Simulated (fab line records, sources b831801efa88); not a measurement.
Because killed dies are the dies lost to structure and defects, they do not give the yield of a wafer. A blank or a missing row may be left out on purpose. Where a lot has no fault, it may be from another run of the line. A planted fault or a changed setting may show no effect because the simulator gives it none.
fab line records    flow gf180mcu
[record] lots = 6  wafers = 18  lastDay = 34
route steps=602 shown TOP_METAL@571
lots that met no fault: taken from a fault-free run of the same line
startH: the number of hours between the record's first day and the start of the first shown wafer of the lot    waitH: time in hours since the lot's previous step    " same as the row above    L1.1+2: a single row standing in for several wafers    - no value present, or no start provided    * or withheld: withheld    < > ~ a bound
route shown NAME@n: a module of which the file shows steps, and the number in the route of the first    usual: mean/standard deviation taken from wafers without a fault    same: alike in all rows    chamber/n: place in a boat    sites: the reading at each site    _std_site: standard deviation across them    _edge_site: mean of outer sites minus mean of inner sites    radiusMm: how far each site lies from the wafer's centre    mask NAME#n: copy n    behind: tool/chamber where the wafer was last shaped    hold: why the lot went on hold/how many hours it stayed there/how the hold came to an end    device: which transistor (n, p or np) failed to switch    end of line: tests of these same wafers at the route's end    a step without rows: its recipe alone    killed: dies lost to structure and defects at the first sort, not the wafer's yield    map: per-die view of a wafer (x killed, . not killed, _ where there is no die)
set.NAME: the run value of the setting; set.NAME@STEP: its run value at that earlier step    model.NAME: the simulator's own value behind a step, which no gauge read
lots seen at some steps along the route; tables by step, rows by wafer
services: the hour from which a tool's chamber was out of use, counted from the record's first day as startH (under 0 if before that day), plus the number of hours and why
[[steps]]
[step GF_TOP_METAL_SPUTTER_04]
[recipe] material = TiN  targetThkNm = 25  powerW = 6500  timeS = 20.8  chamberPressurePa = 0.4
[usual] cathodeDcPowerW = 6500.1/1.3  throttleValvePct = 30.4/1
lot.wafer  tool           chamber  startH  waitH  cathodeDcPowerW  throttleValvePct
L706.1     pvdSputter-03  -        631.80  0.0    6500.3           30.4
L706.3     "              -        "       "      6502.8           31.1
L706.5     "              -        "       "      6497.7           28.6
L707.1     pvdSputter-03  -        636.97  0.0    6499.6           30.7
L707.4     "              -        "       "      6498.2           28.6
L707.6     "              -        "       "      6500.5           30.6
L712.1     pvdSputter-02  -        675.83  0.0    6498.6           30.1
L712.2     "              -        "       "      6501.8           31.9
L712.6     "              -        "       "      6501.6           32.0
L726.1     pvdSputter-03  -        764.10  0.0    6502.4           30.8
L726.2     "              -        "       "      6498.0           31.3
L726.6     "              -        "       "      6499.4           31.5
L728.1     pvdSputter-02  -        774.70  0.0    6501.3           30.0
L728.3     "              -        "       "      6498.9           31.8
L728.5     "              -        "       "      6499.9           31.3
L729.1     pvdSputter-04  -        783.93  0.0    6500.5           28.6
L729.4     "              -        "       "      6498.8           30.8
L729.5     "              -        "       "      6498.1           28.7
[step GF_TOP_METAL_RS_MEAS_05]
[recipe] thkMeasGauge = four-point-probe  reads = TiN_of_TOP_METAL_SPUTTER_04+Ti_of_TOP_METAL_SPUTTER_03+AlCu_of_TOP_METAL_SPUTTER_02+TiN_of_TOP_METAL_SPUTTER_01+Ti_of_TOP_METAL_SPUTTER_00
[usual] TOP_METAL_ALCU_RS = 0.0327/0.00046
lot.wafer  tool          chamber  startH  waitH  TOP_METAL_ALCU_RS[ohm/sq]
L706.1     filmMetro-04  -        631.83  0.0    0.0325
L706.3     "             -        "       "      0.0332
L706.5     "             -        "       "      0.0334
L707.1     filmMetro-02  -        637.00  0.0    0.0332
L707.4     "             -        "       "      0.0331
L707.6     "             -        "       "      0.0334
L712.1     filmMetro-04  -        675.86  0.0    0.0331
L712.2     "             -        "       "      0.0331
L712.6     "             -        "       "      0.0329
L726.1     filmMetro-02  -        764.13  0.0    0.0341
L726.2     "             -        "       "      0.0332
L726.6     "             -        "       "      0.0330
L728.1     filmMetro-03  -        774.73  0.0    0.0323
L728.3     "             -        "       "      0.0321
L728.5     "             -        "       "      0.0327
L729.1     filmMetro-03  -        783.96  0.0    0.0330
L729.4     "             -        "       "      0.0322
L729.5     "             -        "       "      0.0330
[step GF_TOP_METAL_THK_MEAS_06]
[recipe] thkMeasGauge = xrf  reads = AlCu_of_TOP_METAL_SPUTTER_02
[usual] TOP_METAL_ALCU_THK = 898/13
lot.wafer  tool          chamber  startH  waitH  TOP_METAL_ALCU_THK[nm]
L706.1     filmMetro-04  -        631.95  0.1    902
L706.3     "             -        "       "      883
L706.5     "             -        "       "      880
L707.1     filmMetro-02  -        637.12  0.1    885
L707.4     "             -        "       "      881
L707.6     "             -        "       "      877
L712.1     filmMetro-04  -        675.98  0.1    896
L712.2     "             -        "       "      896
L712.6     "             -        "       "      898
L726.1     filmMetro-02  -        764.25  0.1    859
L726.2     "             -        "       "      883
L726.6     "             -        "       "      885
L728.1     filmMetro-03  -        774.85  0.1    919
L728.3     "             -        "       "      911
L728.5     "             -        "       "      898
L729.1     filmMetro-03  -        784.08  0.1    890
L729.4     "             -        "       "      910
L729.5     "             -        "       "      889
[step GF_TOP_METAL_DEHYDRATE_07]
[recipe] tempC = 200  timeS = 60
[step GF_TOP_METAL_HMDS_08]
[recipe] primeTimeS = 60  primeTempC = 120
[step GF_TOP_METAL_COAT_09]
[recipe] resist = NOVOLAK  spinRpm = 3000  resistThkNm = 1500
[step GF_TOP_METAL_SOFTBAKE_10]
[recipe] tempC = 90  timeS = 60  resist = NOVOLAK
[step GF_TOP_METAL_EXPOSE_11]
[recipe] maskId = MetalTop  targetCdNm = 440  na = 0.6  sourceShape = conventional  sigmaOuter = 0.6  doseMj = 170
[step GF_TOP_METAL_PEB_12]
[recipe] tempC = withheld  timeS = *  resist = NOVOLAK
[step GF_TOP_METAL_DEVELOP_13]
[recipe] developTimeS = 60  devTempC = 23
[step GF_TOP_METAL_CD_MEAS_14]
[recipe] targetCdNm = 440
[usual] cdNm = 440.1/2.5
lot.wafer  tool      chamber  startH  waitH  cdNm
L706.1     cdSem-02  -        651.72  0.1    441.6
L706.3     "         -        "       "      441.9
L706.5     "         -        "       "      442.0
L707.1     cdSem-02  -        656.52  0.1    438.4
L707.4     "         -        "       "      440.4
L707.6     "         -        "       "      439.8
L712.1     cdSem-02  -        694.46  0.1    438.9
L712.2     "         -        "       "      438.2
L712.6     "         -        "       "      441.4
L726.1     cdSem-01  -        779.87  0.1    438.1
L726.2     "         -        "       "      438.5
L726.6     "         -        "       "      435.5
L728.1     cdSem-02  -        790.12  0.1    439.5
L728.3     "         -        "       "      441.7
L728.5     "         -        "       "      440.8
L729.1     cdSem-01  -        798.67  0.1    437.2
L729.4     "         -        "       "      438.3
L729.5     "         -        "       "      438.6
[step GF_TOP_METAL_OVL_MEAS_15]
[usual] TOP_METAL_OVL = -0.5/1.3
lot.wafer  tool        chamber  startH  waitH  TOP_METAL_OVL[nm]
L706.1     overlay-02  -        651.84  0.1    1.7
L706.3     "           -        "       "      0.9
L706.5     "           -        "       "      1.1
L707.1     overlay-01  -        656.64  0.1    -1.3
L707.4     "           -        "       "      0.2
L707.6     "           -        "       "      0.4
L712.1     overlay-01  -        694.58  0.1    -1.5
L712.2     "           -        "       "      -1.3
L712.6     "           -        "       "      -2.4
L726.1     overlay-02  -        779.99  0.1    -0.6
L726.2     "           -        "       "      -0.3
L726.6     "           -        "       "      -0.1
L728.1     overlay-01  -        790.24  0.1    -1.2
L728.3     "           -        "       "      0.8
L728.5     "           -        "       "      0.5
L729.1     overlay-01  -        798.79  0.1    0.2
L729.4     "           -        "       "      0.7
L729.5     "           -        "       "      -0.5
[step GF_TOP_METAL_METAL_ETCH_16]
[recipe] chemistry = Cl2/BCl3  maskMaterial = NOVOLAK  targetDepthNm = 1077.5  stopOn = SiO2  pressureMtorr = 8  icpW = 800  biasW = 140  Cl2_flow_sccm = 80  bcl3FlowSccm = 40  timeS = 179.6
[usual] chamberPressureMTorr = 8.000/0.0081  drypumpMotorCurrentA = 5.5/0.49  heBacksideLeakSccm = 3.4/0.32  oesProductAu = 0.964/0.0081  rfFwdPowerW = 797.5/2.6  throttleValvePct = 28.258/0.012
lot.wafer  tool         chamber  startH  waitH  chamberPressureMTorr  drypumpMotorCurrentA  heBacksideLeakSccm  oesProductAu  rfFwdPowerW  rfHoursCounterH  throttleValvePct  model.TOP_METAL.featureDepthNm  model.etch.depthNm  model.NOVOLAK_of_TOP_METAL_COAT_09.thkNm
L706.1     rieMetal-01  0        651.88  0.0    8.010                 5.7                   3.3                 0.962         797.4        4                28.259            1031                            1031                1085
L706.3     "            0        "       "      8.002                 5.7                   3.4                 0.950         796.5        -                28.278            1013                            1013                1082
L706.5     "            1        "       "      7.994                 4.8                   3.4                 0.965         796.7        -                28.260            1008                            1008                1068
L707.1     rieMetal-02  1        656.68  0.0    7.999                 4.9                   3.2                 0.962         793.7        12               28.266            1009                            1009                1064
L707.4     "            0        "       "      8.005                 6.1                   3.5                 0.961         796.0        -                28.276            1012                            1012                1080
L707.6     "            0        "       "      7.982                 6.1                   3.3                 0.950         790.8        -                28.278            1003                            1003                1084
L712.1     rieMetal-03  1        694.62  0.0    8.006                 5.7                   3.7                 0.957         797.1        8                28.269            1014                            1014                1082
L712.2     "            0        "       "      7.995                 5.8                   3.6                 0.962         798.9        10               28.270            1010                            1010                1080
L712.6     "            0        "       "      7.997                 5.8                   3.7                 0.963         798.5        -                28.255            1019                            1019                1081
L726.1     rieMetal-03  1        780.03  0.0    8.002                 5.7                   3.4                 0.948         797.5        12               28.282            985.4                           985.4               1082
L726.2     "            0        "       "      7.983                 5.8                   3.4                 0.953         794.4        14               28.276            1010                            1010                1070
L726.6     "            1        "       "      7.991                 5.7                   3.4                 0.969         799.9        -                28.266            1018                            1018                1081
L728.1     rieMetal-02  1        790.28  0.0    7.998                 4.8                   2.9                 0.901         669.1        4                28.321            910.7                           910.7               1141
L728.3     "            1        "       "      7.997                 4.9                   3.0                 0.903         670.9        -                28.330            909.9                           909.9               1139
L728.5     "            1        "       "      7.988                 4.9                   3.0                 0.902         672.5        -                28.329            908.2                           908.2               1147
L729.1     rieMetal-02  1        798.83  0.0    8.000                 4.9                   3.1                 0.892         672.8        5                28.330            897.9                           897.9               1134
L729.4     "            1        "       "      7.996                 4.9                   3.1                 0.894         677.3        -                28.354            901.3                           901.3               1142
L729.5     "            1        "       "      8.002                 4.9                   3.3                 0.907         676.8        -                28.319            906.7                           906.7               1135
[step GF_TOP_METAL_STRIP_17]
[recipe] chemistry = O2/N2  powerW = 1400  pressureMtorr = 1500  platenTempC = 250  o2FlowSccm = 3000  n2FlowSccm = 300  overashFraction = 0.5
[usual] chamberPressureMTorr = 1499.7/1.3  drypumpMotorCurrentA = 5.8/0.6  heaterPowerW = 321/27  oesProductAu = 0.710/0.0044  stripTimeToEndpointS = 13.50/0.097
lot.wafer  tool            chamber  startH  waitH  chamberPressureMTorr  drypumpMotorCurrentA  heaterPowerW  oesProductAu  rfHoursCounterH  stripTimeToEndpointS
L706.1     plasmaAsher-04  1        652.05  0.1    1500.7                6.2                   349           0.712         22               13.64
L706.3     "               1        "       "      1500.2                6.2                   349           0.715         -                13.61
L706.5     "               0        "       "      1500.3                5.2                   312           0.720         -                13.43
L707.1     plasmaAsher-04  1        656.85  0.1    1499.6                6.2                   344           0.707         23               13.40
L707.4     "               1        "       "      1499.8                6.2                   341           0.715         -                13.59
L707.6     "               0        "       "      1501.2                5.2                   320           0.711         -                13.63
L712.1     plasmaAsher-03  1        694.80  0.1    1497.9                6.5                   315           0.722         62               13.59
L712.2     "               0        "       "      1500.1                4.7                   359           0.707         62               13.57
L712.6     "               0        "       "      1500.6                4.8                   357           0.711         -                13.59
L726.1     plasmaAsher-01  1        780.20  0.1    1499.5                6.3                   281           0.708         104              13.60
L726.2     "               0        "       "      1498.6                5.6                   326           0.713         104              13.46
L726.6     "               0        "       "      1500.9                5.6                   324           0.702         -                13.59
L728.1     plasmaAsher-03  1        790.63  0.3    1501.0                6.5                   294           0.709         73               14.28
L728.3     "               0        "       "      1497.9                4.8                   367           0.705         -                14.27
L728.5     "               0        "       "      1498.7                4.8                   377           0.715         -                14.34
L729.1     plasmaAsher-04  1        799.29  0.4    1499.5                6.2                   349           0.714         38               14.21
L729.4     "               1        "       "      1500.1                6.2                   341           0.710         -                14.32
L729.5     "               0        "       "      1500.8                5.2                   320           0.711         -                14.21
[step GF_TOP_METAL_STRIP_18]
[recipe] chemistry = postEtchResidueRemover  timeS = 1200  tempC = 72.5
[[services]]
tool            chamber  startH  hours  kind
pvdSputter-03   3        631.83  -      consumableReplace:kit
pvdSputter-03   3        631.83  18.0   scheduledDown
pvdSputter-03   3        631.83  18.0   ventCycle
pvdSputter-03   -        640.49  2.9    repair
pvdSputter-02   3        645.06  -      consumableReplace:kit
pvdSputter-02   3        645.06  18.0   scheduledDown
pvdSputter-02   3        645.06  18.0   ventCycle
rieMetal-03     -        649.12  1.4    repair
pvdSputter-03   -        672.31  1.2    repair
rieMetal-02     1        680.51  -      clean
rieMetal-02     1        680.51  19.3   scheduledDown
rieMetal-02     1        680.51  19.3   ventCycle
rieMetal-02     -        706.27  1.4    pm
pvdSputter-04   -        742.29  3.3    repair
plasmaAsher-04  -        748.94  0.8    repair
plasmaAsher-01  -        766.78  2.8    pm
rieMetal-01     0        780.00  9.0    repair
rieMetal-02     0        788.18  -      clean
rieMetal-02     0        788.18  15.1   scheduledDown
rieMetal-02     0        788.18  15.1   ventCycle
pvdSputter-03   2        789.41  -      consumableReplace:kit
pvdSputter-03   2        789.41  18.0   scheduledDown
pvdSputter-03   2        789.41  18.0   ventCycle
rieMetal-03     0        794.26  6.4    repair
[[key]]
[firstSign] step = GF_TOP_METAL_METAL_ETCH_16  reading = rfFwdPowerW  direction = down  sigmas = 47  usual = 797.5  struck = 673.2
[effect] step = GF_TOP_METAL_METAL_ETCH_16  reading = oesProductAu  direction = down  sigmas = 8  usual = 0.964  struck = 0.900
[effect] step = GF_TOP_METAL_STRIP_17  reading = stripTimeToEndpointS  direction = up  sigmas = 8  usual = *  struck = *
[modelEffect] step = GF_TOP_METAL_METAL_ETCH_16  value = TOP_METAL.featureDepthNm  without = 1028  struck = 905.8
[modelEffect] step = GF_PASSIVATION_PROBE_99  value = etest.via2Chain.short  without = 0  struck = 1
metAt GF_TOP_METAL_METAL_ETCH_16
struckWafers L728.1,L728.3,L728.5,L729.1,L729.4,L729.5
sortLeftOut L728.1,L728.3,L728.5,L729.1,L729.4,L729.5
onsetBetween 656.68 790.28
[fault] kind = processParameterDrift  tool = rieMetal-02  chamber = 1  onsetH = 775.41  steps = GF_TOP_METAL_METAL_ETCH_16  channel = icpW  offset = -128  shape = step  endH = 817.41  actsIn = theseRecipesOnly  stated = 800
// sortLeftOut: the simulated sort isn't trusted on such a fault, so these wafers' sort isn't shown, and their yield isn't known
